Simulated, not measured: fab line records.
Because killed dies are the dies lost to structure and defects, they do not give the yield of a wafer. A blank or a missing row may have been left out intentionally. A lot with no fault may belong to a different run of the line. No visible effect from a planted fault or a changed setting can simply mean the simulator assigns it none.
fab line records	flow sky130
record lots=12	wafers=36	last_day=50
route steps=708 shown LOCAL_INTERCONNECT@403 CAP2M@617 METAL5@675 PASSIVATION@693 PAD_OPEN@708
lots that met no fault: from a run of the same line without faults
start_h: start of the lot's first displayed wafer, in hours after the record's first day	wait_h: hours from the lot's prior step to this one	" as in the row above	L1.1+2: one row covering several wafers at once	- no value, or no start given	* or withheld: withheld	< > ~ a bound
route shown NAME@n: NAME is a module with steps in the file, n the number in the route of the first one	usual: mean and standard deviation over wafers with no fault	same: alike in all rows	chamber/n: place in a boat	sites: per-site readings	_std_site: the values' standard deviation	_edge_site: the outer-site mean with the inner-site mean subtracted	radius_mm: how far each site lies from the wafer's centre	mask NAME#n: copy n	behind: the last tool/chamber to shape the wafer	hold: reason for holding the lot/hours on hold/outcome of the hold	device: whichever transistor did not switch (one of n, p or np)	end of line: the route-end tests of the same wafers	a step given without rows: its recipe and nothing more	killed: dies that structure and defects cost at the first sort, which is not the same as the wafer's yield	map: dies across one wafer; x = killed, . = not, _ = none there
set.NAME: setting as actually run; set.NAME@STEP: the setting as run at that earlier step	model.NAME: the simulator's own value behind a step, which no gauge read
route steps across a sampled set of lots; one table per step, one row per wafer
services: from which hour (start_h, from the record's first day; less than 0 if before it) a tool's chamber was out of use, for how many hours, and why
## steps
# step SKY_LOCAL_INTERCONNECT_STRIP_16
# recipe chemistry=post_etch_residue_remover	time_s=1200	temp_c=72.5
# usual bath_heat_duty_pct=14.4/1.5
lot.wafer	tool	chamber	start_h	wait_h	bath_heat_duty_pct
L999.3	wet_bench-04	2	723.03	0.0	14.3
L999.5	"	2	"	"	15.5
L999.6	"	2	"	"	14.8
L100.2	wet_bench-04	1	727.06	0.1	12.9
L100.3	"	1	"	"	13.3
L100.5	"	1	"	"	12.6
L102.2	wet_bench-04	0	738.36	0.1	15.7
L102.4	"	0	"	"	15.3
L102.6	"	0	"	"	14.3
L103.1	wet_bench-04	3	750.16	0.1	13.0
L103.3	"	3	"	"	11.9
L103.6	"	3	"	"	13.1
L104.1	wet_bench-03	0	757.58	0.1	16.1
L104.2	"	0	"	"	16.1
L104.4	"	0	"	"	15.7
L105.1	wet_bench-03	0	762.71	0.1	15.0
L105.2	"	0	"	"	16.1
L105.5	"	0	"	"	15.8
L108.4	wet_bench-03	2	784.28	0.0	15.0
L108.5	"	2	"	"	14.3
L108.6	"	2	"	"	14.7
L109.1	wet_bench-03	3	793.28	0.1	13.3
L109.3	"	3	"	"	15.3
L109.4	"	3	"	"	14.5
L111.1	wet_bench-03	2	817.51	0.1	14.3
L111.5	"	2	"	"	13.6
L111.6	"	2	"	"	14.7
L115.2	wet_bench-03	2	841.73	0.1	16.1
L115.3	"	2	"	"	14.7
L115.5	"	2	"	"	14.5
L116.1	wet_bench-03	0	847.98	0.1	14.2
L116.3	"	0	"	"	16.0
L116.5	"	0	"	"	16.0
L119.1	wet_bench-03	3	868.23	0.1	14.5
L119.4	"	3	"	"	14.6
L119.5	"	3	"	"	13.4
# step SKY_CAP2M_STRIP_14
# recipe chemistry=O2/N2	power_w=1400	pressure_mtorr=1500	platen_temp_c=withheld	o2_flow_sccm=3000	n2_flow_sccm=300	overash_fraction=0.5
# usual drypump_motor_current_A=6.22/0.26	oes_product_au=0.711/0.0044	strip_time_to_endpoint_s=12.67/0.039
# same overash_fraction=0.5
lot.wafer	tool	chamber	start_h	wait_h	drypump_motor_current_A	oes_product_au	rf_hours_counter_h	strip_time_to_endpoint_s
L999.3	plasma_asher-04	1	970.20	0.1	6.44	0.716	-	12.69
L999.5	"	0	"	"	6.43	0.711	-	12.72
L999.6	"	1	"	"	6.42	0.710	-	12.67
L100.2	plasma_asher-01	0	973.97	0.1	5.86	0.709	24	12.63
L100.3	"	0	"	"	5.88	0.706	-	12.64
L100.5	"	1	"	"	5.70	0.705	-	12.62
L102.2	plasma_asher-04	0	982.79	0.1	6.44	0.710	53	12.70
L102.4	"	1	"	"	6.49	0.715	-	12.67
L102.6	"	0	"	"	6.45	0.704	-	12.69
L103.1	plasma_asher-04	0	992.99	0.1	6.43	0.714	54	12.60
L103.3	"	0	"	"	6.44	0.711	-	12.61
L103.6	"	0	"	"	6.46	0.709	-	12.66
L104.1	plasma_asher-04	0	1000.71	0.1	6.42	0.711	55	12.68
L104.2	"	1	"	"	6.43	0.711	55	12.71
L104.4	"	0	"	"	6.46	0.710	-	12.61
L105.1	plasma_asher-03	0	1005.86	0.1	6.07	0.712	120	12.69
L105.2	"	1	"	"	6.30	0.713	120	12.66
L105.5	"	0	"	"	6.08	0.711	-	12.68
L108.4	plasma_asher-01	0	1025.43	0.1	5.87	0.721	-	12.65
L108.5	"	1	"	"	5.69	0.711	-	12.67
L108.6	"	0	"	"	5.85	0.713	-	12.58
L109.1	plasma_asher-01	1	1032.31	0.1	5.70	0.714	30	12.67
L109.3	"	0	"	"	5.87	0.708	-	12.66
L109.4	"	1	"	"	5.70	0.708	-	12.71
L111.1	plasma_asher-03	1	1052.52	0.1	6.32	0.710	125	12.59
L111.5	"	1	"	"	6.31	0.713	-	12.67
L111.6	"	0	"	"	6.05	0.705	-	12.63
L115.2	plasma_asher-04	1	1073.03	0.1	6.40	0.710	62	12.65
L115.3	"	1	"	"	6.39	0.708	-	12.67
L115.5	"	0	"	"	6.45	0.722	-	12.68
L116.1	plasma_asher-04	1	1076.71	0.1	6.42	0.715	62	12.67
L116.3	"	0	"	"	6.48	0.708	-	12.64
L116.5	"	1	"	"	6.50	0.723	-	12.64
L119.1	plasma_asher-04	1	1094.07	0.1	6.44	0.715	63	12.72
L119.4	"	0	"	"	6.46	0.713	-	12.71
L119.5	"	0	"	"	6.43	0.714	-	12.75
# step SKY_METAL5_DESCUM_14
# recipe chemistry=O2	source_power_w=150	bias_power_w=0	pressure_mtorr=10	temp_c=40	time_s=11
# usual drypump_motor_current_A=5.6/0.36	oes_product_au=0.999/0.015
lot.wafer	tool	chamber	start_h	wait_h	drypump_motor_current_A	oes_product_au	rf_hours_counter_h
L999.3	rie_metal-03	0	1043.48	0.1	5.5	0.993	-
L999.5	"	0	"	"	5.5	0.987	-
L999.6	"	0	"	"	5.5	1.002	-
L100.2	rie_metal-02	0	1045.46	0.1	5.8	0.982	1
L100.3	"	0	"	"	5.8	0.996	-
L100.5	"	0	"	"	5.8	0.995	-
L102.2	rie_metal-02	0	1054.74	0.1	5.8	0.980	2
L102.4	"	1	"	"	5.7	1.002	-
L102.6	"	0	"	"	5.8	0.992	-
L103.1	rie_metal-02	0	1064.71	0.1	5.8	0.990	2
L103.3	"	1	"	"	5.7	0.993	-
L103.6	"	0	"	"	5.8	0.985	-
L104.1	rie_metal-04	0	1070.56	0.1	6.5	0.993	6
L104.2	"	1	"	"	5.3	1.022	24
L104.4	"	0	"	"	6.4	0.993	-
L105.1	rie_metal-03	0	1076.06	0.1	5.5	0.978	11
L105.2	"	1	"	"	5.3	1.012	2
L105.5	"	0	"	"	5.5	0.984	-
L108.4	rie_metal-03	0	1093.69	0.1	5.5	0.982	-
L108.5	"	0	"	"	5.5	0.985	-
L108.6	"	0	"	"	5.5	0.974	-
L109.1	rie_metal-04	1	1100.76	0.1	5.3	1.021	27
L109.3	"	1	"	"	5.3	1.024	-
L109.4	"	0	"	"	6.5	1.002	-
L111.1	rie_metal-02	1	1118.41	0.1	5.7	0.994	26
L111.5	"	0	"	"	5.8	0.980	-
L111.6	"	1	"	"	5.7	1.008	-
L115.2	rie_metal-02	0	1136.71	0.1	5.8	0.990	-
L115.3	"	0	"	"	5.8	0.987	-
L115.5	"	0	"	"	5.8	0.994	-
L116.1	rie_metal-03	0	1140.16	0.1	5.5	0.976	17
L116.3	"	0	"	"	5.5	0.973	-
L116.5	"	0	"	"	5.5	0.982	-
L119.1	rie_metal-02	1	1155.15	0.1	5.7	1.016	1
L119.4	"	1	"	"	5.7	1.013	-
L119.5	"	1	"	"	5.7	0.998	-
# step SKY_PASSIVATION_STRIP_12
# recipe chemistry=O2/N2	power_w=1400	pressure_mtorr=1500	platen_temp_c=withheld	overash_fraction=0.7	o2_flow_sccm=3000	n2_flow_sccm=300
# usual drypump_motor_current_A=6.12/0.29	oes_product_au=0.661/0.0042	strip_time_to_endpoint_s=31.51/0.14
# same overash_fraction=0.7
lot.wafer	tool	chamber	start_h	wait_h	drypump_motor_current_A	oes_product_au	rf_hours_counter_h	strip_time_to_endpoint_s
L999.3	plasma_asher-04	0	1065.96	0.1	6.48	0.660	-	31.59
L999.5	"	0	"	"	6.49	0.658	-	31.28
L999.6	"	1	"	"	6.32	0.662	-	31.69
L100.2	plasma_asher-01	0	1068.01	0.1	5.87	0.664	34	31.43
L100.3	"	1	"	"	5.69	0.659	-	31.46
L100.5	"	1	"	"	5.69	0.657	-	31.69
L102.2	plasma_asher-04	0	1077.41	0.1	6.46	0.659	62	31.78
L102.4	"	0	"	"	6.46	0.656	-	31.58
L102.6	"	1	"	"	6.42	0.662	-	31.52
L103.1	plasma_asher-01	0	1086.53	0.1	5.85	0.659	36	31.59
L103.3	"	0	"	"	5.87	0.663	-	31.79
L103.6	"	1	"	"	5.73	0.667	-	31.68
L104.1	plasma_asher-03	1	1092.86	0.1	6.32	0.652	3	31.35
L104.2	"	0	"	"	6.06	0.659	3	31.38
L104.4	"	1	"	"	6.33	0.670	-	31.19
L105.1	plasma_asher-04	1	1098.26	0.1	6.39	0.659	64	31.69
L105.2	"	0	"	"	6.44	0.661	64	31.70
L105.5	"	1	"	"	6.46	0.661	-	31.66
L108.4	plasma_asher-01	0	1115.53	0.1	5.87	0.657	-	31.20
L108.5	"	0	"	"	5.85	0.656	-	31.20
L108.6	"	1	"	"	5.71	0.656	-	31.44
L109.1	plasma_asher-04	0	1122.30	0.1	6.45	0.666	66	31.49
L109.3	"	0	"	"	6.44	0.659	-	31.44
L109.4	"	1	"	"	6.46	0.660	-	31.61
L111.1	plasma_asher-04	1	1138.36	0.1	6.45	0.656	68	31.48
L111.5	"	1	"	"	6.47	0.655	-	31.41
L111.6	"	0	"	"	6.45	0.661	-	31.45
L115.2	plasma_asher-03	1	1156.78	0.1	6.27	0.664	9	31.40
L115.3	"	0	"	"	6.07	0.669	-	31.53
L115.5	"	0	"	"	6.05	0.670	-	31.38
L116.1	plasma_asher-01	1	1160.00	0.1	5.72	0.659	43	31.62
L116.3	"	0	"	"	5.88	0.660	-	31.45
L116.5	"	0	"	"	5.88	0.659	-	31.66
L119.1	plasma_asher-04	0	1174.02	0.1	6.43	0.661	70	31.40
L119.4	"	1	"	"	6.41	0.665	-	31.52
L119.5	"	1	"	"	6.44	0.663	-	31.40
# step SKY_PAD_OPEN_PROBE_99
# usual killed_at_M0_to_M3=43/7.6	killed_at_M4_up=2.9/1.7	killed_at_contacts=24/5.5	killed_at_front_end=15/4.2	killed_at_other=0.3/0.52	killed_dies=86/9.4	killed_open=47/7	killed_short=39/6.4
# same gross_dies=492	killed_at_back_side=0
lot.wafer	tool	chamber	start_h	wait_h	killed_at_M0_to_M3	killed_at_M4_up	killed_at_contacts	killed_at_front_end	killed_at_other	killed_dies	killed_open	killed_short
L115.2	prober-01	-	1176.93	0.1	30	1	57	8	0	96	40	20
L115.3	prober-01	-	1176.98	0.2	41	1	62	11	0	115	45	32
L115.5	prober-01	-	1177.08	0.2	39	2	53	18	0	112	40	33
L116.1	prober-02	-	1179.78	0.1	55	3	55	18	0	131	58	33
L116.3	prober-02	-	1179.88	0.2	38	1	67	14	1	121	45	37
L116.5	prober-02	-	1179.98	0.2	48	4	56	14	1	123	43	43
L119.1	prober-01	-	1192.10	0.1	40	6	58	15	0	119	46	39
L119.4	prober-01	-	1192.25	0.2	34	1	60	19	0	114	44	37
L119.5	prober-01	-	1192.30	0.2	42	3	61	23	0	129	49	43
# killed by level:class
L115.2 LOCAL_INTERCONNECT:unspecified=36 CONTACT:geometric_particle:open=8 LI_CONTACT:geometric_particle:open=7 VIA1:geometric_particle:open=7 VIA2:geometric_particle:open=5 LOCAL_INTERCONNECT:geometric_particle:short=4 VIA1:geometric_particle:short=4 VIA3:geometric_particle:open=4
L115.3 LOCAL_INTERCONNECT:unspecified=38 VIA1:geometric_particle:open=9 CONTACT:geometric_particle:open=8 LI_CONTACT:geometric_particle:open=5 LOCAL_INTERCONNECT:geometric_particle:short=5 VIA2:geometric_particle:open=5 VIA1:geometric_particle:short=5 METAL2:geometric_particle:short=5
L115.5 LOCAL_INTERCONNECT:unspecified=39 VIA1:geometric_particle:open=9 FIELD_ISO:geometric_particle:short=8 VIA3:geometric_particle:open=8 VIA1:geometric_particle:short=7 CONTACT:geometric_particle:open=5 VIA2:geometric_particle:open=5 METAL1:geometric_particle:short=4
L116.1 LOCAL_INTERCONNECT:unspecified=40 VIA1:geometric_particle:open=15 VIA2:geometric_particle:open=11 FIELD_ISO:geometric_particle:short=9 CONTACT:geometric_particle:open=8 FIELD_ISO:geometric_particle:open=5 METAL2:geometric_particle:open=5 METAL2:geometric_particle:short=5
L116.3 LOCAL_INTERCONNECT:unspecified=39 CONTACT:geometric_particle:open=12 LI_CONTACT:geometric_particle:open=7 VIA3:geometric_particle:open=7 VIA1:geometric_particle:short=6 FIELD_ISO:geometric_particle:open=5 FIELD_ISO:geometric_particle:short=5 METAL2:geometric_particle:short=5
L116.5 LOCAL_INTERCONNECT:unspecified=36 VIA1:geometric_particle:open=17 VIA1:geometric_particle:short=10 CONTACT:geometric_particle:open=9 FIELD_ISO:geometric_particle:short=6 CONTACT:geometric_particle:short=6 VIA2:geometric_particle:open=6 METAL1:geometric_particle:short=5
L119.1 LOCAL_INTERCONNECT:unspecified=34 CONTACT:geometric_particle:open=10 METAL1:geometric_particle:short=7 VIA2:geometric_particle:open=7 LI_CONTACT:geometric_particle:open=6 VIA1:geometric_particle:open=6 FIELD_ISO:geometric_particle:open=5 METAL3:geometric_particle:short=5
L119.4 LOCAL_INTERCONNECT:unspecified=33 CONTACT:geometric_particle:open=8 VIA2:geometric_particle:open=8 FIELD_ISO:geometric_particle:open=7 VIA3:geometric_particle:open=7 LI_CONTACT:geometric_particle:short=6 FIELD_ISO:geometric_particle:short=5 LOCAL_INTERCONNECT:geometric_particle:short=5
L119.5 LOCAL_INTERCONNECT:unspecified=37 CONTACT:geometric_particle:open=11 VIA1:geometric_particle:open=11 POLY_GATE:geometric_particle:short=7 METAL1:geometric_particle:short=7 VIA3:geometric_particle:open=7 FIELD_ISO:geometric_particle:open=6 METAL2:geometric_particle:short=6
## services
tool	chamber	start_h	hours	kind
rie_metal-03	-	716.96	15.6	pm
plasma_asher-01	-	733.75	9.0	pm
rie_metal-02	-	748.76	1.5	repair
plasma_asher-04	-	770.00	29.4	repair
plasma_asher-01	-	826.01	0.5	repair
rie_metal-04	-	833.85	0.3	repair
plasma_asher-01	-	867.70	3.3	repair
rie_metal-03	-	888.85	2.8	pm
rie_metal-02	1	909.40	12.3	repair
wet_bench-04	-	930.43	1.9	repair
plasma_asher-03	-	931.66	2.8	pm
rie_metal-02	-	935.83	11.6	repair
rie_metal-02	-	958.62	2.8	pm
rie_metal-03	0	1005.55	13.9	repair
rie_metal-03	-	1010.30	1.4	pm
rie_metal-04	0	1027.82	21.8	repair
plasma_asher-03	-	1055.25	9.0	pm
plasma_asher-04	-	1063.37	2.3	repair
rie_metal-02	0	1082.62	3.8	repair
rie_metal-03	1	1090.33	21.4	repair
rie_metal-03	0	1099.41	4.6	repair
rie_metal-02	0	1139.08	36.9	repair
plasma_asher-04	-	1140.92	15.1	repair
rie_metal-02	-	1146.90	4.3	pm
## key
first_sign step=SKY_PAD_OPEN_PROBE_99	reading=killed_at_contacts	direction=up	sigmas=6.3	usual=24	struck=59
effect step=SKY_PAD_OPEN_PROBE_99	reading=killed_dies	direction=up	sigmas=3.4	usual=86	struck=118
met_at SKY_LOCAL_INTERCONNECT_STRIP_16
struck_lots L115,L116,L119
tester_left_out L115,L116,L119
not_acting_at SKY_CAP2M_STRIP_14,SKY_METAL5_DESCUM_14,SKY_PASSIVATION_STRIP_12
onset_between 817.51 841.73
also_fits time
fault kind=chamber_particle_source	tool=wet_bench-03	chamber=-	onset_h=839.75	steps=SKY_LOCAL_INTERCONNECT_STRIP_16	rate_per_visit_cm2=0.40897	end_h=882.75
# tester_left_out: of these lots the tester's yield and bins aren't shown, on N5 and GAA mostly nor the transistor test; their killed dies are dies lost to structure and defects alone, not to doping, threshold or leakage, so they don't give the yield
